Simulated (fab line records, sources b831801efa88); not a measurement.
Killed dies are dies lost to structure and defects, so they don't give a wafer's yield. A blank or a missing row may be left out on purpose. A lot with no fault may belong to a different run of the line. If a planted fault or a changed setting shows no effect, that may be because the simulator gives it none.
Matching of chambers :: flow gf180mcu :: GF_V5_ETCH_16 on rie diel-04: 4 sister chambers
The step etches BARC in N2/H2. 8 wafers are shown with their chamber, then 8 later ones without.

## WAFERS WITH THEIR CHAMBER
wafer: L079.2
chamber: 3
drypump motor current A (A): 4.7
rf fwd power W (W): 491.7

wafer: L089.4
chamber: 1
drypump motor current A (A): 5.8
rf fwd power W (W): 494.8

wafer: L090.5
chamber: 1
drypump motor current A (A): 5.8
rf fwd power W (W): 497.0

wafer: L090.6
chamber: 0
drypump motor current A (A): 5.5
rf fwd power W (W): 494.4

wafer: L092.4
chamber: 0
drypump motor current A (A): 5.6
rf fwd power W (W): 494.3

wafer: L092.5
chamber: 2
drypump motor current A (A): 5.7
rf fwd power W (W): 495.0

wafer: L092.6
chamber: 3
drypump motor current A (A): 4.6
rf fwd power W (W): 493.4

wafer: L093.3
chamber: 2
drypump motor current A (A): 5.7
rf fwd power W (W): 493.3

## WAFERS WHOSE CHAMBER IS MISSING
wafer: L093.5
drypump motor current A (A): 4.7
rf fwd power W (W): 492.7

wafer: L093.6
drypump motor current A (A): 5.5
rf fwd power W (W): 495.1

wafer: L095.1
drypump motor current A (A): 5.6
rf fwd power W (W): 496.6

wafer: L095.2
drypump motor current A (A): 4.7
rf fwd power W (W): 496.1

wafer: L095.3
drypump motor current A (A): 5.9
rf fwd power W (W): 495.6

wafer: L097.1
drypump motor current A (A): 5.5
rf fwd power W (W): 493.1

wafer: L097.5
drypump motor current A (A): 4.7
rf fwd power W (W): 494.2

wafer: L097.6
drypump motor current A (A): 5.6
rf fwd power W (W): 494.6

## WHICH CHAMBER EACH WENT THROUGH
wafer: L093.5
from the rows above: 3
in truth: 3

wafer: L093.6
from the rows above: 0
in truth: 0

wafer: L095.1
from the rows above: can't be placed: 0 or 2 or 1
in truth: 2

wafer: L095.2
from the rows above: 3
in truth: 3

wafer: L095.3
from the rows above: 1
in truth: 1

wafer: L097.1
from the rows above: 0
in truth: 0

wafer: L097.5
from the rows above: 3
in truth: 3

wafer: L097.6
from the rows above: can't be placed: 0 or 2
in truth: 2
Placed correctly: 6 of 8. Unplaceable from these rows: 2, with the true chamber sitting among the candidates in 2. Wrongly placed: 0.
How it was worked out, from the rows above alone: a wafer's distance from a chamber is the root of the sum, over the readings, of the square of ((its reading less the chamber's mean) divided by the reading's scatter). The wafer belongs to the nearest chamber; if the next one is less than 2 further off, it can't be placed. A chamber's mean is the mean of its shown wafers. The scatter is the square root of a quotient: the sum, over the shown wafers, of each reading's squared deviation from its chamber's mean, divided by wafers minus chambers.
